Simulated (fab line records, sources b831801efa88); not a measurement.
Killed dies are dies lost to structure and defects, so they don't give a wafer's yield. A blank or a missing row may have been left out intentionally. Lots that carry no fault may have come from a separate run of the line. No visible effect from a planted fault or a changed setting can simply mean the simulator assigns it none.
Which tool did it? / flow gf180mcu / 13 lots, 39 wafers sampled, at 5 steps of a route of 602

## WHAT THE GAUGES SHOWED, per wafer
GF_LVPWELL_OVL_MEAS_07. Usual: LVPWELL_OVL 0.3 nm, standard deviation 1.3.
lot=L399; measured=day 3 19:25; on=overlay-01; LVPWELL_OVL (nm)=-2.6 0.3 -0.4; flag=
lot=L403; measured=day 4 17:38; on=overlay-02; LVPWELL_OVL (nm)=1.5 1.4 0.1; flag=
lot=L404; measured=day 5 04:01; on=overlay-01; LVPWELL_OVL (nm)=-1.2 -1.4 -0.7; flag=
lot=L405; measured=day 5 06:49; on=overlay-01; LVPWELL_OVL (nm)=1.2 -1.9 -0.6; flag=
lot=L408; measured=day 5 23:46; on=overlay-02; LVPWELL_OVL (nm)=-0.8 -1.0 -1.4; flag=
lot=L409; measured=day 6 04:16; on=overlay-02; LVPWELL_OVL (nm)=0.5 0.6 0.6; flag=
lot=L412; measured=day 6 19:20; on=overlay-01; LVPWELL_OVL (nm)=0.4 0.5 1.4; flag=
lot=L413; measured=day 7 04:56; on=overlay-01; LVPWELL_OVL (nm)=-1.3 -1.3 0.7; flag=
lot=L414; measured=day 7 09:22; on=overlay-01; LVPWELL_OVL (nm)=2.0 0.8 2.3; flag=
lot=L415; measured=day 7 14:05; on=overlay-01; LVPWELL_OVL (nm)=-1.9 -1.6 -0.7; flag=
lot=L416; measured=day 7 22:20; on=overlay-02; LVPWELL_OVL (nm)=3.0 0.2 2.2; flag=
lot=L417; measured=day 8 01:29; on=overlay-01; LVPWELL_OVL (nm)=-0.3 -0.3 -0.8; flag=
lot=L422; measured=day 9 04:40; on=overlay-01; LVPWELL_OVL (nm)=0.7 0.5 0.6; flag=

GF_VT_IMPLANT_TW_MEAS_32. Usual: VT_IMPLANT_3_TW 270.8, standard deviation 2.8.
lot=L399; measured=day 6 20:26; on=film-metro-03; VT_IMPLANT_3_TW=270.2 271.5 272.2; flag=
lot=L403; measured=day 7 21:42; on=film-metro-03; VT_IMPLANT_3_TW=271.5 272.2 271.2; flag=
lot=L404; measured=day 8 09:23; on=film-metro-03; VT_IMPLANT_3_TW=274.1 271.8 272.4; flag=
lot=L405; measured=day 8 13:20; on=film-metro-04; VT_IMPLANT_3_TW=272.1 272.3 274.5; flag=
lot=L408; measured=day 9 06:11; on=film-metro-03; VT_IMPLANT_3_TW=271.5 271.8 271.7; flag=
lot=L409; measured=day 9 13:47; on=film-metro-02; VT_IMPLANT_3_TW=264.3 263.0 264.8; flag=
lot=L412; measured=day 10 03:25; on=film-metro-03; VT_IMPLANT_3_TW=274.1 273.4 273.2; flag=
lot=L413; measured=day 10 17:29; on=film-metro-03; VT_IMPLANT_3_TW=273.3 271.9 273.3; flag=
lot=L414; measured=day 10 19:44; on=film-metro-04; VT_IMPLANT_3_TW=310.0 311.0 311.3 311.3 311.4 313.0; flag=OFF
lot=L415; measured=day 11 01:38; on=film-metro-02; VT_IMPLANT_3_TW=305.0 304.6 304.0 304.8 303.0 304.9; flag=OFF
lot=L416; measured=day 11 13:07; on=film-metro-03; VT_IMPLANT_3_TW=270.9 272.4 273.2; flag=
lot=L417; measured=day 11 14:23; on=film-metro-03; VT_IMPLANT_3_TW=309.5 308.1 311.9 311.2 310.4 309.3; flag=OFF
lot=L422; measured=day 13 00:17; on=film-metro-04; VT_IMPLANT_3_TW=271.6 272.4 272.2; flag=

GF_DUAL_GATE_OVL_MEAS_11. Usual: DUAL_GATE_OVL 0.0 nm, standard deviation 1.6.
lot=L399; measured=day 8 06:55; on=overlay-01; DUAL_GATE_OVL (nm)=-2.4 -2.0 0.2; flag=
lot=L403; measured=day 9 14:23; on=overlay-02; DUAL_GATE_OVL (nm)=-0.1 0.4 -1.2; flag=
lot=L404; measured=day 9 23:28; on=overlay-01; DUAL_GATE_OVL (nm)=-1.1 -0.6 0.6; flag=
lot=L405; measured=day 10 04:47; on=overlay-01; DUAL_GATE_OVL (nm)=-2.5 -0.7 -1.8; flag=
lot=L408; measured=day 10 21:38; on=overlay-02; DUAL_GATE_OVL (nm)=-1.4 -0.5 -0.1; flag=
lot=L409; measured=day 11 04:32; on=overlay-02; DUAL_GATE_OVL (nm)=2.7 2.3 0.8; flag=
lot=L412; measured=day 11 20:07; on=overlay-01; DUAL_GATE_OVL (nm)=1.4 1.3 1.1; flag=
lot=L413; measured=day 12 10:13; on=overlay-01; DUAL_GATE_OVL (nm)=-0.4 0.8 0.4; flag=
lot=L414; measured=day 12 12:14; on=overlay-01; DUAL_GATE_OVL (nm)=1.2 0.7 0.9; flag=
lot=L415; measured=day 12 19:35; on=overlay-01; DUAL_GATE_OVL (nm)=1.3 0.1 -1.2; flag=
lot=L416; measured=day 13 05:46; on=overlay-02; DUAL_GATE_OVL (nm)=3.1 4.8 0.8; flag=
lot=L417; measured=day 13 08:01; on=overlay-01; DUAL_GATE_OVL (nm)=-1.6 -3.4 -2.5; flag=
lot=L422; measured=day 14 23:35; on=overlay-01; DUAL_GATE_OVL (nm)=1.1 0.2 0.4; flag=

## WHAT TOOL EACH LOT RAN ON (gives the tool, then ch and the chambers of the sampled wafers, and finally the start)
lot=L399; GF_VT_IMPLANT_STRIP_09=plasma-asher-01 ch 0,1, day 5 14:37; GF_VT_IMPLANT_IMPLANT_30=implanter-01 ch 0, day 6 20:13
lot=L403; GF_VT_IMPLANT_STRIP_09=plasma-asher-01 ch 0,1, day 6 14:03; GF_VT_IMPLANT_IMPLANT_30=implanter-04 ch 0, day 7 21:27
lot=L404; GF_VT_IMPLANT_STRIP_09=plasma-asher-04 ch 0,1, day 7 01:20; GF_VT_IMPLANT_IMPLANT_30=implanter-02 ch 0, day 8 09:10
lot=L405; GF_VT_IMPLANT_STRIP_09=plasma-asher-03 ch 0,1, day 7 05:01; GF_VT_IMPLANT_IMPLANT_30=implanter-01 ch 0, day 8 13:05
lot=L408; GF_VT_IMPLANT_STRIP_09=plasma-asher-01 ch 0,1, day 7 22:29; GF_VT_IMPLANT_IMPLANT_30=implanter-02 ch 0, day 9 05:56
lot=L409; GF_VT_IMPLANT_STRIP_09=plasma-asher-01 ch 0,1, day 8 04:16; GF_VT_IMPLANT_IMPLANT_30=implanter-04 ch 0, day 9 13:33
lot=L412; GF_VT_IMPLANT_STRIP_09=plasma-asher-04 ch 0,1, day 8 18:35; GF_VT_IMPLANT_IMPLANT_30=implanter-04 ch 0, day 10 03:10
lot=L413; GF_VT_IMPLANT_STRIP_09=plasma-asher-03 ch 0,1, day 9 06:18; GF_VT_IMPLANT_IMPLANT_30=implanter-02 ch 0, day 10 17:17
lot=L414; GF_VT_IMPLANT_STRIP_09=plasma-asher-03 ch 0,1, day 9 08:31; GF_VT_IMPLANT_IMPLANT_30=implanter-04 ch 0, day 10 19:29
lot=L415; GF_VT_IMPLANT_STRIP_09=plasma-asher-03 ch 0,1, day 9 14:11; GF_VT_IMPLANT_IMPLANT_30=implanter-04 ch 0, day 11 01:24
lot=L416; GF_VT_IMPLANT_STRIP_09=plasma-asher-03 ch 0,1, day 10 00:17; GF_VT_IMPLANT_IMPLANT_30=implanter-02 ch 0, day 11 12:52
lot=L417; GF_VT_IMPLANT_STRIP_09=plasma-asher-04 ch 0,1, day 10 01:31; GF_VT_IMPLANT_IMPLANT_30=implanter-04 ch 0, day 11 14:08
lot=L422; GF_VT_IMPLANT_STRIP_09=plasma-asher-04 ch 0,1, day 11 09:37; GF_VT_IMPLANT_IMPLANT_30=implanter-01 ch 0, day 13 00:02
- GF_VT_IMPLANT_STRIP_09: strips in O2/N2.
- GF_VT_IMPLANT_IMPLANT_30

## AS READ BY THE TOOLS THEMSELVES (means over the sampled wafers that have a number; for cases with no such wafer, the mark the record gives instead)
GF_VT_IMPLANT_STRIP_09. Usual: drypump-motor-current-A 5.6 A, standard deviation 0.47; heater-power-w 355 W, standard deviation 47; n2-flow-sccm 300.0 sccm, standard deviation 0.77; oes-product-au 0.716 a.u., standard deviation 0.0044; strip-time-to-endpoint-s 12.65 s, standard deviation 0.032.
lot=L399; tool=plasma-asher-01; drypump-motor-current-A (A)=5.5; heater-power-w (W)=314; n2-flow-sccm (sccm)=299.8; oes-product-au (a.u.)=0.719; strip-time-to-endpoint-s (s)=12.59; flag=
lot=L403; tool=plasma-asher-01; drypump-motor-current-A (A)=5.5; heater-power-w (W)=321; n2-flow-sccm (sccm)=300.5; oes-product-au (a.u.)=0.717; strip-time-to-endpoint-s (s)=12.66; flag=
lot=L404; tool=plasma-asher-04; drypump-motor-current-A (A)=5.9; heater-power-w (W)=372; n2-flow-sccm (sccm)=300.0; oes-product-au (a.u.)=0.716; strip-time-to-endpoint-s (s)=12.69; flag=
lot=L405; tool=plasma-asher-03; drypump-motor-current-A (A)=5.6; heater-power-w (W)=335; n2-flow-sccm (sccm)=300.2; oes-product-au (a.u.)=0.717; strip-time-to-endpoint-s (s)=12.62; flag=
lot=L408; tool=plasma-asher-01; drypump-motor-current-A (A)=5.5; heater-power-w (W)=315; n2-flow-sccm (sccm)=300.3; oes-product-au (a.u.)=0.715; strip-time-to-endpoint-s (s)=12.68; flag=
lot=L409; tool=plasma-asher-01; drypump-motor-current-A (A)=5.5; heater-power-w (W)=320; n2-flow-sccm (sccm)=299.8; oes-product-au (a.u.)=0.718; strip-time-to-endpoint-s (s)=12.65; flag=
lot=L412; tool=plasma-asher-04; drypump-motor-current-A (A)=5.9; heater-power-w (W)=372; n2-flow-sccm (sccm)=299.8; oes-product-au (a.u.)=0.715; strip-time-to-endpoint-s (s)=12.68; flag=
lot=L413; tool=plasma-asher-03; drypump-motor-current-A (A)=5.7; heater-power-w (W)=337; n2-flow-sccm (sccm)=299.6; oes-product-au (a.u.)=0.713; strip-time-to-endpoint-s (s)=12.63; flag=
lot=L414; tool=plasma-asher-03; drypump-motor-current-A (A)=5.7; heater-power-w (W)=340; n2-flow-sccm (sccm)=299.1; oes-product-au (a.u.)=0.716; strip-time-to-endpoint-s (s)=12.63; flag=
lot=L415; tool=plasma-asher-03; drypump-motor-current-A (A)=5.7; heater-power-w (W)=340; n2-flow-sccm (sccm)=299.4; oes-product-au (a.u.)=0.718; strip-time-to-endpoint-s (s)=12.64; flag=
lot=L416; tool=plasma-asher-03; drypump-motor-current-A (A)=5.9; heater-power-w (W)=373; n2-flow-sccm (sccm)=299.9; oes-product-au (a.u.)=0.717; strip-time-to-endpoint-s (s)=12.69; flag=
lot=L417; tool=plasma-asher-04; drypump-motor-current-A (A)=5.7; heater-power-w (W)=397; n2-flow-sccm (sccm)=298.8; oes-product-au (a.u.)=0.713; strip-time-to-endpoint-s (s)=12.65; flag=
lot=L422; tool=plasma-asher-04; drypump-motor-current-A (A)=5.7; heater-power-w (W)=396; n2-flow-sccm (sccm)=300.0; oes-product-au (a.u.)=0.717; strip-time-to-endpoint-s (s)=12.69; flag=

GF_VT_IMPLANT_IMPLANT_30. Usual: dose-ions-cm2 2.5337e+12, standard deviation 2.8e+09; faraday-current-uA 14.30, standard deviation 0.28.
lot=L399 tool=implanter-01 dose-ions-cm2=2.5352e+12 faraday-current-uA=14.15 flag=
lot=L403 tool=implanter-04 dose-ions-cm2=2.5319e+12 faraday-current-uA=14.43 flag=
lot=L404 tool=implanter-02 dose-ions-cm2=2.5353e+12 faraday-current-uA=14.30 flag=
lot=L405 tool=implanter-01 dose-ions-cm2=2.5337e+12 faraday-current-uA=13.98 flag=
lot=L408 tool=implanter-02 dose-ions-cm2=2.5344e+12 faraday-current-uA=14.11 flag=
lot=L409 tool=implanter-04 dose-ions-cm2=2.5373e+12 faraday-current-uA=14.39 flag=
lot=L412 tool=implanter-04 dose-ions-cm2=2.5321e+12 faraday-current-uA=14.19 flag=
lot=L413 tool=implanter-02 dose-ions-cm2=2.5320e+12 faraday-current-uA=14.28 flag=
lot=L414 tool=implanter-04 dose-ions-cm2=3.9887e+12 faraday-current-uA=22.38 flag=OFF
lot=L415 tool=implanter-04 dose-ions-cm2=3.9840e+12 faraday-current-uA=22.47 flag=OFF
lot=L416 tool=implanter-02 dose-ions-cm2=2.5337e+12 faraday-current-uA=14.17 flag=
lot=L417 tool=implanter-04 dose-ions-cm2=3.9899e+12 faraday-current-uA=22.05 flag=OFF
lot=L422 tool=implanter-01 dose-ions-cm2=2.5359e+12 faraday-current-uA=14.43 flag=

## THE ANSWER, worked out from the rows above alone
Rule: lot off if the mean of its wafers having a number is beyond 3 standard deviations from the usual mean. A lot without any number at a reading at which 4 lots or more have one is off too. Any other lot the step has rows for is counted as sound. First the gauges in route order, then the tools' own readings, where a lot's mean is used as printed above. At the first step where some lot is off, the reading lying furthest off is the one used; lots without a number count as furthest.
Off: at GF_VT_IMPLANT_TW_MEAS_32 (VT_IMPLANT_3_TW), L414, L415, L417.
A tool fits if, at a process step before that reading, it ran every lot that is off, and no sound lot after the first of them. The gauges at GF_VT_IMPLANT_TW_MEAS_32 aren't tried: what is off there is off at GF_VT_IMPLANT_IMPLANT_30 too, on other tools, and a gauge's error can't cause that. One candidate fits, namely implanter-04 at GF_VT_IMPLANT_IMPLANT_30. Its last sound lot is L412 (day 10 03:10), its first lot that is off L414 (day 10 19:29): a fault that began between those two fits.
The tool's own readings at GF_VT_IMPLANT_IMPLANT_30 bear it out: on the lots that are off they differ by more than 5 times the standard deviation of the sound lots' means. dose-ions-cm2 reads 3.9875e+12 there against 2.5342e+12 on the sound lots; faraday-current-uA reads 22.30 there against 14.24 on the sound lots.

## WHAT HAD BEEN PUT IN BY THE SIMULATOR
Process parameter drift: implanter-04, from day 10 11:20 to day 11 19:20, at GF_VT_IMPLANT_IMPLANT_30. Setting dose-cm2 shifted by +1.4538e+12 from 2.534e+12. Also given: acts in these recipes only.
Lots struck among those shown: L414, L415, L417. The same result came from the rule above.
